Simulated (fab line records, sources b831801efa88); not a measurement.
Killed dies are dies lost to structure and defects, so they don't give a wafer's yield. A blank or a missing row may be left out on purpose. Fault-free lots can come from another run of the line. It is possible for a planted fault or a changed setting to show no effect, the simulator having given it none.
Chamber matching	flow gf180mcu	3 sister chambers for GF_V3_CVD_02 on pecvd-01
The step deposits SiO2 from TEOS, target thk 850 nm, time 94.851 s. 16 wafers are shown with their chamber, then 8 later ones without.

## WAFERS WITH THEIR CHAMBER
wafer	chamber	heater_power_w (W)
L222.1	2	658
L222.3	1	714
L222.6	0	725
L224.2	2	694
L224.4	0	582
L224.6	2	569
L226.2	0	685
L226.5	2	652
L226.6	0	738
L227.3	1	725
L227.4	0	592
L227.6	2	697
L228.1	1	661
L228.5	0	597
L228.6	2	555
L236.2	0	690

SIGNATURES (means of the wafers above)
reading	chamber 0	chamber 1	chamber 2	scatter within a chamber
heater_power_w	658.43	700.00	637.50	60.6
Rule: distance of a wafer from a chamber = root of the sum over the readings of ((wafer's reading minus chamber's mean) / reading's scatter) squared. The wafer belongs to the nearest chamber; if the next one is less than 2 further off, it can't be placed. How the scatter is found: for the shown wafers, subtract from each reading the mean of its chamber, square and add these, divide the total by (wafers less chambers), then take the root.

## WAFERS WITHOUT THEIR CHAMBER
wafer	heater_power_w (W)
L236.3	722
L236.5	701
L238.2	626
L238.3	704
L238.4	788
L240.2	681
L240.5	714
L240.6	720

## WHICH CHAMBER EACH ONE RAN IN
wafer	from the rows above	in truth
L236.3	can't be placed: 1 or 0 or 2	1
L236.5	can't be placed: 1 or 0 or 2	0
L238.2	can't be placed: 2 or 0 or 1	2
L238.3	can't be placed: 1 or 0 or 2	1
L238.4	can't be placed: 1 or 0 or 2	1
L240.2	can't be placed: 1 or 0 or 2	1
L240.5	can't be placed: 1 or 0 or 2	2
L240.6	can't be placed: 1 or 0 or 2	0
0 of 8 placed correctly. Unplaceable from these rows: 8, with the true chamber sitting among the candidates in 8. 0 placed wrongly.
